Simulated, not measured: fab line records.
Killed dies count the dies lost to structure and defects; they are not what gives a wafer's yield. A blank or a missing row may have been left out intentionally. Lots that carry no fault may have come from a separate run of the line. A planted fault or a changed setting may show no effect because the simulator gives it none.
Which tool did it? / flow sky130 / 38 wafers from 13 lots sampled at 3 of the route's 708 steps

== WHAT THE GAUGES READ, wafer by wafer ==
SKY_METAL1_RS_MEAS_05: uses a four-point probe to measure.
lot=L357; measured=day 32 02:17; on=film metro-02; METAL1_ALCU_RS (ohm/sq)=0.1265 0.1275 0.1266
lot=L358; measured=day 32 09:53; on=film metro-02; METAL1_ALCU_RS (ohm/sq)=0.1267 0.1261 0.1288
lot=L359; measured=day 32 13:29; on=film metro-02; METAL1_ALCU_RS (ohm/sq)=0.1284 0.1304 0.1275
lot=L361; measured=day 33 16:58; on=film metro-04; METAL1_ALCU_RS (ohm/sq)=0.1297 0.1287 0.1308
lot=L362; measured=day 34 03:20; on=film metro-01; METAL1_ALCU_RS (ohm/sq)=0.1259 0.1227 0.1228
lot=L364; measured=day 34 19:52; on=film metro-01; METAL1_ALCU_RS (ohm/sq)=0.1253 0.1248 0.1255
lot=L365; measured=day 35 10:25; on=film metro-04; METAL1_ALCU_RS (ohm/sq)=0.1278 0.1291 0.1283
lot=L367; measured=day 35 16:39; on=film metro-04; METAL1_ALCU_RS (ohm/sq)=0.1262 0.1261 0.1254
lot=L368; measured=day 35 20:32; on=film metro-02; METAL1_ALCU_RS (ohm/sq)=0.1238 0.1261
lot=L369; measured=day 35 21:29; on=film metro-01; METAL1_ALCU_RS (ohm/sq)=0.1256 0.1255 0.1247
lot=L375; measured=day 37 14:34; on=film metro-01; METAL1_ALCU_RS (ohm/sq)=0.1280 0.1298 0.1286
lot=L377; measured=day 38 10:53; on=film metro-04; METAL1_ALCU_RS (ohm/sq)=0.1253 0.1286 0.1286
lot=L378; measured=day 38 11:22; on=film metro-01; METAL1_ALCU_RS (ohm/sq)=0.1265 0.1271 0.1265

== WHAT TOOL EACH LOT RAN ON (gives the tool, then ch and the chambers of the sampled wafers, and finally the start) ==
lot=L357; SKY_LI_CONTACT_CVD_21=cvd w-02 ch 0,1, day 29 15:31; SKY_CONTACT_CVD_00=pecvd-01 ch 0,1, day 30 20:56
lot=L358; SKY_LI_CONTACT_CVD_21=cvd w-01 ch 0,1, day 29 22:49; SKY_CONTACT_CVD_00=pecvd-01 ch 1,2, day 31 04:40
lot=L359; SKY_LI_CONTACT_CVD_21=cvd w-01 ch 0,1, day 30 02:39; SKY_CONTACT_CVD_00=pecvd-04 ch 0,2, day 31 08:07
lot=L361; SKY_LI_CONTACT_CVD_21=cvd w-01 ch 0,1, day 31 06:57; SKY_CONTACT_CVD_00=pecvd-03 ch 0,2, day 32 11:22
lot=L362; SKY_LI_CONTACT_CVD_21=cvd w-01 ch 0,1, day 31 18:04; SKY_CONTACT_CVD_00=pecvd-01 ch 1,2, day 32 22:00
lot=L364; SKY_LI_CONTACT_CVD_21=cvd w-01 ch 0, day 32 10:56; SKY_CONTACT_CVD_00=pecvd-03 ch 0,1, day 33 15:28
lot=L365; SKY_LI_CONTACT_CVD_21=cvd w-02 ch 0,1, day 33 02:20; SKY_CONTACT_CVD_00=pecvd-03 ch 0,2, day 34 06:07
lot=L367; SKY_LI_CONTACT_CVD_21=cvd w-01 ch 0,1, day 33 07:30; SKY_CONTACT_CVD_00=pecvd-01 ch 0,2, day 34 11:44
lot=L368; SKY_LI_CONTACT_CVD_21=cvd w-01 ch 1, day 33 11:49; SKY_CONTACT_CVD_00=pecvd-04 ch 1,2, day 34 15:42
lot=L369; SKY_LI_CONTACT_CVD_21=cvd w-01 ch 0,1, day 33 13:21; SKY_CONTACT_CVD_00=pecvd-01 ch 0,2, day 34 17:01
lot=L375; SKY_LI_CONTACT_CVD_21=cvd w-02 ch 0,1, day 35 07:04; SKY_CONTACT_CVD_00=pecvd-01 ch 0,1,2, day 36 10:49
lot=L377; SKY_LI_CONTACT_CVD_21=cvd w-01 ch 0,1, day 36 02:35; SKY_CONTACT_CVD_00=pecvd-03 ch 2, day 37 06:47
lot=L378; SKY_LI_CONTACT_CVD_21=cvd w-02 ch 0,1, day 36 04:08; SKY_CONTACT_CVD_00=pecvd-01 ch 1,2, day 37 07:22
- SKY_LI_CONTACT_CVD_21: deposits W, target thk 400 nm, time 120.56 s.
- SKY_CONTACT_CVD_00: deposits Si3N4, target thk 75 nm.

== WHAT THE TOOLS THEMSELVES READ (means of the sampled wafers that have a number; where no wafer has one, the mark that the record gives instead) ==
SKY_LI_CONTACT_CVD_21.
lot=L357; tool=cvd w-02; heater power w (W)=838
lot=L358; tool=cvd w-01; heater power w (W)=823
lot=L359; tool=cvd w-01; heater power w (W)=813
lot=L361; tool=cvd w-01; heater power w (W)=821
lot=L362; tool=cvd w-01; heater power w (W)=769
lot=L364; tool=cvd w-01; heater power w (W)=703
lot=L365; tool=cvd w-02; heater power w (W)=888
lot=L367; tool=cvd w-01; heater power w (W)=759
lot=L368; tool=cvd w-01; heater power w (W)=906
lot=L369; tool=cvd w-01; heater power w (W)=826
lot=L375; tool=cvd w-02; heater power w (W)=900
lot=L377; tool=cvd w-01; heater power w (W)=821
lot=L378; tool=cvd w-02; heater power w (W)=884

SKY_CONTACT_CVD_00.
lot=L357; tool=pecvd-01; heater power w (W)=838
lot=L358; tool=pecvd-01; heater power w (W)=771
lot=L359; tool=pecvd-04; heater power w (W)=743
lot=L361; tool=pecvd-03; heater power w (W)=730
lot=L362; tool=pecvd-01; heater power w (W)=776
lot=L364; tool=pecvd-03; heater power w (W)=681
lot=L365; tool=pecvd-03; heater power w (W)=652
lot=L367; tool=pecvd-01; heater power w (W)=708
lot=L368; tool=pecvd-04; heater power w (W)=840
lot=L369; tool=pecvd-01; heater power w (W)=700
lot=L375; tool=pecvd-01; heater power w (W)=780
lot=L377; tool=pecvd-03; heater power w (W)=624
lot=L378; tool=pecvd-01; heater power w (W)=795

== THE ANSWER, worked out from the rows above alone ==
Rule: what is usual is taken from the lots themselves. Put in order of their means at a reading, lots are off if they are a third of the lots or fewer, leave a main group of 4 or more, and stand apart from it by a gap of 3 or more times the standard deviation of the main group's means; of several such gaps the widest counts. If all means in a main group match to the digits the tables above print for the reading, that group is not used. A lot without any number at a reading at which 4 lots or more have one is off too. All remaining lots with rows at the step are treated as sound. First the gauges in route order, then the tools' own readings, where a lot's mean is used as printed above. At the first step where some lot is off, the reading lying furthest off is the one used; lots without a number count as furthest.
No lot is off at any reading shown: from this, nothing can be told.

== WHAT THE SIMULATOR HAD INSERTED ==
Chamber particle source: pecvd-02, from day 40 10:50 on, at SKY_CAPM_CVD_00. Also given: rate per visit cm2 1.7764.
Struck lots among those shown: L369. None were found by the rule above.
